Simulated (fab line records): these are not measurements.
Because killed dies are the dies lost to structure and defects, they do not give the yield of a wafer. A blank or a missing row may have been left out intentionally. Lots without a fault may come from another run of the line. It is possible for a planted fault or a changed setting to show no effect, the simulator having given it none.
fab line records	flow sky130
record: lots: 12	wafers: 36	last-day: 50
route steps=708 shown METAL4@630 VIA4@639 PAD_OPEN@708
lots untouched by any fault: they come from a run of this same line in which no faults occurred
start-h: hours from the record's opening day to when the first of the lot's shown wafers began	wait-h: hours from the lot's prior step to this one	" the same as in the row above	L1.1+2: several wafers, shown together as one row	- no value present, or no start provided	* or withheld: withheld	< > ~ a bound
route shown NAME@n: a module of which the file shows steps, and the number in the route of the first	usual: mean/standard deviation taken from wafers without a fault	same: alike in all rows	chamber/n: place in a boat	sites: per-site readings	_std_site: how widely they spread, as a standard deviation	_edge_site: mean of outer sites minus mean of inner sites	radius-mm: how far each site lies from the wafer's centre	mask NAME#n: copy n	behind: the last tool/chamber to shape the wafer	hold: what put the lot on hold/how long, in hours/how the hold closed	device: the n, p or np transistor that did not switch	end of line: the route-end tests of the same wafers	a step with no rows: only its recipe	killed: count of dies lost to structure and defects at first sort (not the wafer's yield)	map: the dies of a wafer, with x for killed, . for not killed, _ for no die there
set.NAME: the run value of the setting; set.NAME@STEP: its run value at that earlier step	model.NAME: the simulator's own value behind a step, which no gauge read
steps of the route over a sample of lots; a table a step, a row a wafer
services: the hour from which a tool's chamber was out of use, counted from the record's first day as start-h (under 0 if before that day), plus the number of hours and why
== steps ==
step: SKY_METAL4_OVL_MEAS_14
usual: METAL4_OVL: 1/5
lot.wafer	tool	chamber	start-h	wait-h	METAL4_OVL[nm]
L711.2	overlay-01	-	990.15	0.1	8
L711.4	"	-	"	"	13
L711.6	"	-	"	"	0
L713.2	overlay-01	-	991.90	0.1	1
L713.3	"	-	"	"	-1
L713.4	"	-	"	"	9
L717.1	overlay-01	-	1020.95	0.1	4
L717.4	"	-	"	"	-2
L717.6	"	-	"	"	4
L716.2	overlay-02	-	1022.38	0.1	-9
L716.3	"	-	"	"	-3
L716.5	"	-	"	"	-1
L718.2	overlay-01	-	1029.20	0.1	10
L718.3	"	-	"	"	-4
L718.6	"	-	"	"	3
L720.4	overlay-02	-	1039.84	0.1	4
L720.5	"	-	"	"	-9
L720.6	"	-	"	"	-3
L727.1	overlay-01	-	1075.57	0.1	3
L727.4	"	-	"	"	-5
L727.5	"	-	"	"	2
L728.2	overlay-01	-	1094.35	0.1	-1
L728.3	"	-	"	"	0
L728.5	"	-	"	"	0
L729.1	overlay-01	-	1095.47	0.1	-9
L729.2	"	-	"	"	2
L729.4	"	-	"	"	1
L730.3	overlay-01	-	1101.96	0.1	-3
L730.4	"	-	"	"	7
L730.6	"	-	"	"	5
L732.1	overlay-02	-	1114.85	0.1	8
L732.5	"	-	"	"	1
L732.6	"	-	"	"	-2
L733.2	overlay-01	-	1118.11	0.1	-2
L733.3	"	-	"	"	4
L733.6	"	-	"	"	-3
step: SKY_METAL4_ETCH_16
recipe: chemistry: N2/H2	target: BARC	ion-energy-ev: 200	bias-w: 100	pressure-mtorr: 30	n2-flow-sccm: 100	h2-flow-sccm: 200	icp-w: 500	stop-on: SiO2	time-s: 88.2	target-depth-a: 600
usual: chamber-pressure-mTorr: 30.000/0.025	drypump-motor-current-A: 5.72/0.23	oes-product-au: 0.625/0.0051	throttle-valve-pct: 13.205/0.0085
lot.wafer	tool	chamber	start-h	wait-h	chamber-pressure-mTorr	drypump-motor-current-A	oes-product-au	rf-hours-counter-h	throttle-valve-pct
L711.2	rie-metal-04	1	990.21	0.0	29.987	5.53	0.622	19	13.195
L711.4	"	1	"	"	29.996	5.54	0.619	-	13.210
L711.6	"	0	"	"	29.992	5.70	0.628	-	13.208
L713.2	rie-metal-02	1	991.97	0.0	29.956	5.28	0.629	3	13.198
L713.3	"	0	"	"	29.961	6.26	0.623	-	13.221
L713.4	"	1	"	"	30.035	5.27	0.621	-	13.211
L717.1	rie-metal-04	0	1021.01	0.0	30.033	5.71	0.628	19	13.215
L717.4	"	0	"	"	29.995	5.71	0.627	-	13.200
L717.6	"	1	"	"	29.992	5.53	0.629	-	13.218
L716.2	rie-metal-03	0	1022.44	0.0	29.983	5.69	0.639	16	13.200
L716.3	"	1	"	"	30.007	5.89	0.629	-	13.220
L716.5	"	0	"	"	30.034	5.69	0.627	-	13.212
L718.2	rie-metal-03	1	1029.26	0.0	30.001	5.85	0.626	10	13.218
L718.3	"	0	"	"	29.996	5.67	0.622	-	13.212
L718.6	"	1	"	"	30.005	5.86	0.622	-	13.196
L720.4	rie-metal-04	0	1040.02	0.1	30.028	5.71	0.627	-	13.209
L720.5	"	0	"	"	30.007	5.70	0.630	-	13.190
L720.6	"	0	"	"	29.965	5.72	0.631	-	13.199
L727.1	rie-metal-02	1	1075.64	0.0	30.012	5.28	0.628	9	13.209
L727.4	"	1	"	"	30.007	5.27	0.630	-	13.197
L727.5	"	0	"	"	29.983	6.30	0.624	-	13.195
L728.2	rie-metal-03	1	1094.41	0.0	30.013	5.84	0.626	14	13.191
L728.3	"	1	"	"	30.041	5.84	0.627	-	13.193
L728.5	"	1	"	"	29.989	5.83	0.628	-	13.204
L729.1	rie-metal-04	0	1095.54	0.0	30.017	5.71	0.624	25	13.214
L729.2	"	1	"	"	30.011	5.55	0.621	3	13.188
L729.4	"	1	"	"	30.038	5.53	0.623	-	13.208
L730.3	rie-metal-03	1	1102.05	0.0	29.986	5.86	0.624	-	13.196
L730.4	"	0	"	"	29.990	5.67	0.617	-	13.198
L730.6	"	0	"	"	29.992	5.62	0.624	-	13.207
L732.1	rie-metal-04	1	1114.92	0.0	30.045	5.52	0.623	4	13.198
L732.5	"	1	"	"	30.023	5.53	0.638	-	13.199
L732.6	"	0	"	"	29.984	5.70	0.628	-	13.209
L733.2	rie-metal-04	1	1118.17	0.0	30.008	5.53	0.620	4	13.215
L733.3	"	1	"	"	29.978	5.52	0.622	-	13.209
L733.6	"	1	"	"	30.005	5.57	0.632	-	13.217
step: SKY_VIA4_HDPCVD_00
recipe: material: SiO2	target-thk-nm: 1750	sigma-open-frac: 0.3	time-s: 291.7	temp-c: 400	sih4-flow-sccm: 60	pressure-mtorr: 6
lot.wafer	tool	chamber	start-h	wait-h
L711.2+4+6	hdpcvd-01	1,1,0	991.19	0.0
L713.2+3+4	hdpcvd-02	1,2,2	992.99	0.0
L717.1+4+6	hdpcvd-02	0,2,0	1021.90	0.0
L716.2+3+5	hdpcvd-02	0,2,2	1023.32	0.0
L718.2+3+6	hdpcvd-01	0,1,0	1030.15	0.0
L720.4+5+6	hdpcvd-01	1,0,2	1040.99	0.1
L727.1+4+5	hdpcvd-01	2,2,1	1076.52	0.0
L728.2+3+5	hdpcvd-01	0,1,0	1095.71	0.0
L729.1+2+4	hdpcvd-01	1,0,1	1096.42	0.0
L730.3+4+6	hdpcvd-02	1,2,0	1102.95	0.0
L732.1+5+6	hdpcvd-02	0,0,2	1115.81	0.0
L733.2+3+6	hdpcvd-02	1,0,0	1119.06	0.0
step: SKY_VIA4_THK_MEAS_01
recipe: reads: SiO2_of_VIA4_HDPCVD_00
usual: VIA4_HDPCVD_THK: 1755/23
lot.wafer	tool	chamber	start-h	wait-h	VIA4_HDPCVD_THK[nm]
L711.2	film-metro-04	-	991.38	0.1	1741
L711.4	"	-	"	"	1776
L711.6	"	-	"	"	1808
L713.2	film-metro-02	-	993.17	0.1	1783
L713.3	"	-	"	"	1773
L713.4	"	-	"	"	1779
L717.1	film-metro-02	-	1022.08	0.1	1714
L717.4	"	-	"	"	1730
L717.6	"	-	"	"	1738
L716.2	film-metro-04	-	1023.51	0.1	1179
L716.3	"	-	"	"	1731
L716.5	"	-	"	"	1740
L718.2	film-metro-03	-	1030.34	0.1	1760
L718.3	"	-	"	"	1736
L718.6	"	-	"	"	1768
L720.4	film-metro-03	-	1041.11	0.0	1713
L720.5	"	-	"	"	1734
L720.6	"	-	"	"	1758
L727.1	film-metro-04	-	1076.79	0.2	1754
L727.4	"	-	"	"	1767
L727.5	"	-	"	"	1730
L728.2	film-metro-04	-	1095.90	0.1	1791
L728.3	"	-	"	"	1740
L728.5	"	-	"	"	1767
L729.1	film-metro-03	-	1096.60	0.1	1743
L729.2	"	-	"	"	1800
L729.4	"	-	"	"	1726
L730.3	film-metro-02	-	1103.14	0.1	1783
L730.4	"	-	"	"	1773
L730.6	"	-	"	"	1764
L732.1	film-metro-03	-	1115.98	0.1	1768
L732.5	"	-	"	"	1760
L732.6	"	-	"	"	1746
L733.2	film-metro-04	-	1119.24	0.1	1733
L733.3	"	-	"	"	1753
L733.6	"	-	"	"	1761
step: SKY_VIA4_CVD_18
recipe: material: W	target-thk-nm: 505	time-s: 152.14	temp-c: 400	pressure-torr: 40
usual: heater-power-w: 834/41
lot.wafer	tool	chamber	start-h	wait-h	heater-power-w
L711.2	cvd-w-01	1	1015.08	0.0	823
L711.4	"	0	"	"	775
L711.6	"	0	"	"	769
L713.2	cvd-w-02	0	1017.38	0.0	867
L713.3	"	1	"	"	861
L713.4	"	0	"	"	848
L717.1	cvd-w-01	0	1045.49	0.0	791
L717.4	"	0	"	"	760
L717.6	"	0	"	"	779
L716.2	cvd-w-01	0	1046.89	0.0	794
L716.3	"	0	"	"	785
L716.5	"	1	"	"	844
L718.2	cvd-w-02	0	1053.39	0.0	851
L718.3	"	1	"	"	882
L718.6	"	0	"	"	862
L720.4	cvd-w-02	0	1064.43	0.1	861
L720.5	"	1	"	"	881
L720.6	"	0	"	"	847
L727.1	cvd-w-01	0	1098.39	0.0	776
L727.4	"	0	"	"	770
L727.5	"	1	"	"	873
L728.2	cvd-w-02	1	1120.61	0.0	875
L728.3	"	0	"	"	838
L728.5	"	1	"	"	868
L729.1	cvd-w-02	0	1121.80	0.0	862
L729.2	"	1	"	"	868
L729.4	"	1	"	"	880
L730.3	cvd-w-01	0	1124.67	0.1	774
L730.4	"	1	"	"	849
L730.6	"	1	"	"	851
L732.1	cvd-w-01	1	1136.29	0.0	851
L732.5	"	0	"	"	795
L732.6	"	1	"	"	857
L733.2	cvd-w-02	1	1137.98	0.0	875
L733.3	"	0	"	"	860
L733.6	"	0	"	"	851
step: SKY_PAD_OPEN_PROBE_99
usual: defect-limited-yield: 82.4/1.9	killed_at_M0_to_M3: 43/6.5	killed_at_M4_up: 3.3/2	killed-at-contacts: 24/5.2	killed-at-front-end: 16/4.2	killed-at-other: 0.3/0.6	killed-dies: 87/9.3	killed-open: 47/7.8	killed-short: 39/6.2
same: gross-dies: 492	killed-at-back-side: 0
lot.wafer	tool	chamber	start-h	wait-h	defect-limited-yield[%]	killed_at_M0_to_M3	killed_at_M4_up	killed-at-contacts	killed-at-front-end	killed-at-other	killed-dies	killed-open	killed-short
L711.2	prober-01	-	1084.20	0.1	81.7	52	0	21	16	1	90	52	37
L711.4	prober-01	-	1084.30	0.2	85.4	41	1	21	9	0	72	37	35
L711.6	prober-01	-	1084.40	0.2	81.7	45	5	19	20	1	90	44	46
L713.2	prober-01	-	1088.39	0.1	81.1	52	3	23	15	0	93	54	39
L713.3	prober-01	-	1088.44	0.2	80.7	43	2	38	12	0	95	64	31
L713.4	prober-01	-	1088.49	0.2	81.1	48	1	30	14	0	93	52	41
L717.1	prober-02	-	1111.55	0.1	81.5	37	3	29	21	1	91	55	36
L717.4	prober-02	-	1111.70	0.2	82.5	34	2	23	26	1	86	39	47
L717.6	prober-02	-	1111.80	0.2	83.3	35	4	27	16	0	82	47	35
L716.2	prober-01	-	1112.85	0.1	82.7	45	1	29	10	0	85	47	38
L716.3	prober-01	-	1112.90	0.2	82.3	38	4	24	21	0	87	49	36
L716.5	prober-01	-	1113.00	0.2	82.7	46	3	24	12	0	85	56	29
L718.2	prober-02	-	1118.68	0.1	80.3	50	3	34	10	0	97	59	38
L718.3	prober-02	-	1118.73	0.2	83.7	47	4	23	6	0	80	38	42
L718.6	prober-02	-	1118.88	0.2	82.5	44	7	24	11	0	86	44	41
L720.4	prober-02	-	1129.07	0.2	84.8	38	0	19	18	0	75	35	40
L720.5	prober-02	-	1129.12	0.2	83.5	51	2	18	10	0	81	41	40
L720.6	prober-02	-	1129.17	0.2	82.9	45	3	26	10	0	84	43	41
L727.1	prober-01	-	1160.60	0.1	81.1	46	4	25	18	0	93	46	47
L727.4	prober-01	-	1160.75	0.2	81.7	43	4	25	18	0	90	49	41
L727.5	prober-01	-	1160.80	0.2	82.3	37	4	29	17	0	87	52	35
L728.2	prober-02	-	1177.57	0.1	84.1	44	5	15	13	1	78	37	39
L728.3	prober-02	-	1177.62	0.2	81.7	45	2	26	17	0	90	48	41
L728.5	prober-02	-	1177.72	0.2	83.5	36	3	21	21	0	81	49	32
L729.1	prober-01	-	1177.87	0.1	80.9	44	4	28	18	0	94	42	52
L729.2	prober-01	-	1177.92	0.1	84.6	38	2	20	16	0	76	35	41
L729.4	prober-01	-	1178.02	0.2	84.3	34	3	20	20	0	77	31	46
L730.3	prober-02	-	1180.50	0.2	83.5	44	4	18	15	0	81	33	45
L730.4	prober-02	-	1180.55	0.2	84.1	33	4	23	18	0	78	43	35
L730.6	prober-02	-	1180.65	0.2	83.1	39	7	26	10	1	83	42	41
L732.1	prober-02	-	1190.52	0.1	85.2	42	2	16	13	0	73	42	31
L732.5	prober-02	-	1190.72	0.2	85.0	32	1	24	17	0	74	33	39
L732.6	prober-02	-	1190.77	0.2	82.5	43	4	17	20	2	86	46	39
L733.2	prober-01	-	1192.50	0.1	85.4	30	2	21	19	0	72	32	40
L733.3	prober-01	-	1192.55	0.2	86.6	36	0	18	12	0	66	32	34
L733.6	prober-01	-	1192.70	0.2	82.5	39	1	33	13	0	86	42	44
killed by level:class
L711.2 VIA1:geometric-particle:open=12 METAL1:geometric-particle:short=10 CONTACT:geometric-particle:open=9 VIA3:geometric-particle:open=9 FIELD_ISO:geometric-particle:open=5 LI_CONTACT:geometric-particle:open=5 VIA2:geometric-particle:open=5 FIELD_ISO:geometric-particle:short=4
L711.4 CONTACT:geometric-particle:open=10 VIA1:geometric-particle:open=6 METAL2:geometric-particle:short=5 CONTACT:geometric-particle:short=5 VIA1:geometric-particle:short=5 FIELD_ISO:geometric-particle:open=4 VIA2:geometric-particle:open=4 METAL1:geometric-particle:short=4
L711.6 CONTACT:geometric-particle:open=10 VIA3:geometric-particle:open=9 FIELD_ISO:geometric-particle:short=8 VIA1:geometric-particle:open=7 METAL2:geometric-particle:short=7 VIA3:geometric-particle:short=6 METAL1:geometric-particle:short=4 POLY_GATE:geometric-particle:short=4
L713.2 VIA1:geometric-particle:open=14 METAL2:geometric-particle:short=12 CONTACT:geometric-particle:open=11 VIA3:geometric-particle:open=9 LI_CONTACT:geometric-particle:open=6 LOCAL_INTERCONNECT:geometric-particle:short=6 FIELD_ISO:geometric-particle:open=5 METAL1:geometric-particle:short=4
L713.3 CONTACT:geometric-particle:open=15 LI_CONTACT:geometric-particle:open=12 VIA2:geometric-particle:open=11 VIA1:geometric-particle:open=10 CONTACT:geometric-particle:short=7 FIELD_ISO:geometric-particle:short=5 METAL1:geometric-particle:short=5 METAL2:geometric-particle:short=4
L713.4 CONTACT:geometric-particle:open=13 VIA1:geometric-particle:open=11 FIELD_ISO:geometric-particle:short=7 LI_CONTACT:geometric-particle:open=7 VIA3:geometric-particle:open=7 VIA1:geometric-particle:short=6 METAL2:geometric-particle:short=6 VIA2:geometric-particle:open=5
L717.1 VIA2:geometric-particle:open=9 POLY_GATE:geometric-particle:open=8 LI_CONTACT:geometric-particle:open=8 CONTACT:geometric-particle:open=8 VIA1:geometric-particle:open=8 LI_CONTACT:geometric-particle:short=5 LOCAL_INTERCONNECT:geometric-particle:short=5 METAL2:geometric-particle:short=5
L717.4 FIELD_ISO:geometric-particle:open=7 FIELD_ISO:geometric-particle:short=7 LOCAL_INTERCONNECT:geometric-particle:short=7 METAL2:geometric-particle:short=7 CONTACT:geometric-particle:short=6 CONTACT:geometric-particle:open=6 VIA3:geometric-particle:open=6 VIA2:geometric-particle:open=5
L717.6 VIA2:geometric-particle:open=11 CONTACT:geometric-particle:open=9 FIELD_ISO:geometric-particle:short=6 LI_CONTACT:geometric-particle:open=6 VIA1:geometric-particle:open=6 LOCAL_INTERCONNECT:geometric-particle:short=5 CONTACT:geometric-particle:short=5 VIA3:geometric-particle:open=5
L716.2 VIA1:geometric-particle:open=13 LI_CONTACT:geometric-particle:open=10 CONTACT:geometric-particle:open=8 METAL3:geometric-particle:short=6 VIA1:geometric-particle:short=5 LOCAL_INTERCONNECT:geometric-particle:short=5 METAL1:geometric-particle:short=5 METAL2:geometric-particle:short=4
L716.3 VIA1:geometric-particle:open=13 LI_CONTACT:geometric-particle:open=8 CONTACT:geometric-particle:open=8 FIELD_ISO:geometric-particle:open=7 VIA1:geometric-particle:short=5 METAL2:geometric-particle:short=5 FIELD_ISO:geometric-particle:short=4 VIA2:geometric-particle:open=4
L716.5 VIA2:geometric-particle:open=10 LI_CONTACT:geometric-particle:open=9 VIA1:geometric-particle:open=9 VIA3:geometric-particle:open=8 CONTACT:geometric-particle:open=6 CONTACT:geometric-particle:short=4 METAL1:geometric-particle:short=4 METAL2:geometric-particle:short=4
L718.2 CONTACT:geometric-particle:open=13 VIA1:geometric-particle:open=12 VIA3:geometric-particle:open=8 VIA2:geometric-particle:open=7 LOCAL_INTERCONNECT:geometric-particle:short=6 VIA2:geometric-particle:short=6 LI_CONTACT:geometric-particle:open=6 CONTACT:geometric-particle:short=5
L718.3 VIA1:geometric-particle:open=10 CONTACT:geometric-particle:open=8 METAL1:geometric-particle:short=7 VIA2:geometric-particle:open=6 CONTACT:geometric-particle:short=5 LI_CONTACT:geometric-particle:open=5 METAL2:geometric-particle:short=5 VIA3:geometric-particle:open=5
L718.6 CONTACT:geometric-particle:open=11 VIA1:geometric-particle:open=9 VIA2:geometric-particle:open=7 CONTACT:geometric-particle:short=7 METAL2:geometric-particle:short=6 POLY_GATE:geometric-particle:short=5 METAL1:geometric-particle:short=5 METAL4:geometric-particle:short=5
L720.4 VIA1:geometric-particle:open=11 LI_CONTACT:geometric-particle:open=7 FIELD_ISO:geometric-particle:short=6 CONTACT:geometric-particle:short=6 METAL2:geometric-particle:short=6 POLY_GATE:geometric-particle:short=5 FIELD_ISO:geometric-particle:open=4 METAL1:geometric-particle:short=4
L720.5 VIA1:geometric-particle:open=8 METAL2:geometric-particle:short=8 VIA2:geometric-particle:open=8 VIA3:geometric-particle:short=8 CONTACT:geometric-particle:open=7 METAL1:geometric-particle:short=6 LI_CONTACT:geometric-particle:open=5 VIA1:geometric-particle:short=4
L720.6 CONTACT:geometric-particle:open=12 VIA1:geometric-particle:open=9 METAL2:geometric-particle:short=9 METAL1:geometric-particle:short=8 LOCAL_INTERCONNECT:geometric-particle:short=6 VIA3:geometric-particle:open=5 FIELD_ISO:geometric-particle:open=4 LI_CONTACT:geometric-particle:open=4
L727.1 VIA3:geometric-particle:open=11 METAL1:geometric-particle:short=9 VIA1:geometric-particle:open=9 POLY_GATE:geometric-particle:short=7 LI_CONTACT:geometric-particle:open=7 LOCAL_INTERCONNECT:geometric-particle:short=6 CONTACT:geometric-particle:short=6 VIA2:geometric-particle:open=6
L727.4 VIA2:geometric-particle:open=10 VIA1:geometric-particle:open=10 FIELD_ISO:geometric-particle:short=8 CONTACT:geometric-particle:open=8 VIA3:geometric-particle:open=7 CONTACT:geometric-particle:short=6 METAL1:geometric-particle:short=5 METAL2:geometric-particle:short=5
L727.5 CONTACT:geometric-particle:open=13 LI_CONTACT:geometric-particle:open=10 VIA1:geometric-particle:open=9 METAL2:geometric-particle:short=7 FIELD_ISO:geometric-particle:open=6 METAL1:geometric-particle:short=5 VIA3:geometric-particle:open=5 LOCAL_INTERCONNECT:geometric-particle:short=4
L728.2 VIA1:geometric-particle:open=16 METAL1:geometric-particle:short=8 CONTACT:geometric-particle:open=6 CONTACT:geometric-particle:short=5 VIA3:geometric-particle:open=5 POLY_GATE:geometric-particle:short=4 METAL4:geometric-particle:short=4 FIELD_ISO:geometric-particle:short=3
L728.3 CONTACT:geometric-particle:open=12 METAL2:geometric-particle:short=8 FIELD_ISO:geometric-particle:open=7 LI_CONTACT:geometric-particle:open=7 METAL1:geometric-particle:short=7 VIA1:geometric-particle:short=5 VIA1:geometric-particle:open=5 VIA2:geometric-particle:open=5
L728.5 CONTACT:geometric-particle:open=10 VIA3:geometric-particle:open=8 VIA1:geometric-particle:open=7 FIELD_ISO:geometric-particle:open=6 POLY_GATE:geometric-particle:open=6 LI_CONTACT:geometric-particle:open=6 METAL2:geometric-particle:short=6 METAL1:geometric-particle:short=5
L729.1 CONTACT:geometric-particle:open=11 VIA1:geometric-particle:open=11 VIA1:geometric-particle:short=7 METAL1:geometric-particle:short=6 LI_CONTACT:geometric-particle:open=5 METAL2:geometric-particle:short=5 LI_CONTACT:geometric-particle:short=4 CONTACT:geometric-particle:short=4
L729.2 VIA1:geometric-particle:open=11 VIA1:geometric-particle:short=7 CONTACT:geometric-particle:open=6 POLY_GATE:geometric-particle:short=5 CONTACT:geometric-particle:short=5 FIELD_ISO:geometric-particle:short=4 LI_CONTACT:geometric-particle:open=4 METAL1:geometric-particle:short=4
L729.4 VIA1:geometric-particle:short=9 CONTACT:geometric-particle:open=6 FIELD_ISO:geometric-particle:short=5 POLY_GATE:geometric-particle:short=5 LI_CONTACT:geometric-particle:open=4 LOCAL_INTERCONNECT:geometric-particle:short=4 METAL1:geometric-particle:short=4 VIA1:geometric-particle:open=4
L730.3 LI_CONTACT:geometric-particle:open=7 METAL1:geometric-particle:short=7 VIA1:geometric-particle:open=7 METAL2:geometric-particle:short=6 POLY_GATE:geometric-particle:short=5 CONTACT:geometric-particle:open=5 VIA1:geometric-particle:short=5 VIA3:geometric-particle:short=5
L730.4 CONTACT:geometric-particle:open=7 VIA2:geometric-particle:open=7 FIELD_ISO:geometric-particle:open=6 VIA1:geometric-particle:open=6 VIA3:geometric-particle:open=6 LOCAL_INTERCONNECT:geometric-particle:short=5 FIELD_ISO:geometric-particle:short=4 LI_CONTACT:geometric-particle:short=4
L730.6 VIA1:geometric-particle:open=12 CONTACT:geometric-particle:open=11 LOCAL_INTERCONNECT:geometric-particle:short=6 METAL2:geometric-particle:short=6 METAL4:geometric-particle:short=6 LI_CONTACT:geometric-particle:open=5 METAL1:geometric-particle:short=5 VIA1:geometric-particle:short=4
L732.1 VIA1:geometric-particle:open=9 VIA2:geometric-particle:open=9 CONTACT:geometric-particle:open=8 METAL1:geometric-particle:short=5 VIA1:geometric-particle:short=5 FIELD_ISO:geometric-particle:short=4 POLY_GATE:geometric-particle:open=3 POLY_GATE:geometric-particle:short=3
L732.5 LI_CONTACT:geometric-particle:open=9 METAL1:geometric-particle:short=8 POLY_GATE:geometric-particle:short=6 CONTACT:geometric-particle:open=5 VIA2:geometric-particle:open=5 LOCAL_INTERCONNECT:geometric-particle:short=4 CONTACT:geometric-particle:short=4 METAL3:geometric-particle:short=4
L732.6 VIA1:geometric-particle:open=10 METAL1:geometric-particle:short=8 VIA3:geometric-particle:open=7 VIA2:geometric-particle:open=7 POLY_GATE:geometric-particle:open=5 POLY_GATE:geometric-particle:short=4 LI_CONTACT:geometric-particle:open=4 CONTACT:geometric-particle:short=4
L733.2 POLY_GATE:geometric-particle:short=7 CONTACT:geometric-particle:open=6 LOCAL_INTERCONNECT:geometric-particle:short=6 VIA1:geometric-particle:open=6 VIA2:geometric-particle:open=5 FIELD_ISO:geometric-particle:open=4 POLY_GATE:geometric-particle:open=4 CONTACT:geometric-particle:short=4
L733.3 VIA1:geometric-particle:open=9 CONTACT:geometric-particle:short=6 CONTACT:geometric-particle:open=6 METAL2:geometric-particle:short=6 VIA2:geometric-particle:open=5 VIA3:geometric-particle:short=5 FIELD_ISO:geometric-particle:open=4 LI_CONTACT:geometric-particle:open=4
L733.6 CONTACT:geometric-particle:open=13 CONTACT:geometric-particle:short=9 VIA1:geometric-particle:open=9 METAL1:geometric-particle:short=6 METAL3:geometric-particle:short=5 VIA2:geometric-particle:open=5 FIELD_ISO:geometric-particle:short=4 POLY_GATE:geometric-particle:short=4
== services ==
tool	chamber	start-h	hours	kind
rie-metal-04	-	979.42	0.7	repair
rie-metal-04	-	999.97	2.6	repair
rie-metal-04	1	1032.65	-	clean
rie-metal-04	1	1032.65	18.6	scheduled-down
rie-metal-04	1	1032.65	18.6	vent-cycle
hdpcvd-01	0	1065.68	12.7	repair
cvd-w-02	-	1078.23	0.2	repair
rie-metal-04	-	1100.75	2.8	pm
hdpcvd-01	-	1105.00	0.3	repair
cvd-w-01	1	1108.32	7.1	repair
cvd-w-02	-	1113.85	2.8	pm
rie-metal-04	0	1123.98	-	clean
rie-metal-04	0	1123.98	-	consumable-replace:focus-ring
rie-metal-04	0	1123.98	23.1	scheduled-down
rie-metal-04	0	1123.98	23.1	vent-cycle
== key ==
first-sign: step: SKY_VIA4_THK_MEAS_01	reading: VIA4_HDPCVD_THK	direction: down	sigmas: 25	usual: 1755	struck: 1179
effect none on later readings
met-at SKY_VIA4_HDPCVD_00
struck-lots L716
struck-wafers L716.2
not-acting-at SKY_METAL4_OVL_MEAS_14,SKY_METAL4_ETCH_16,SKY_VIA4_CVD_18
onset-between 1021.90 1023.32
fault: kind: process-parameter-drift	tool: hdpcvd-02	chamber: 0	onset-h: 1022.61	steps: SKY_VIA4_HDPCVD_00	channel: target-thk-nm	offset: -584.05	shape: step	end-h: 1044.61	acts-in: these-recipes-only	stated: 1750
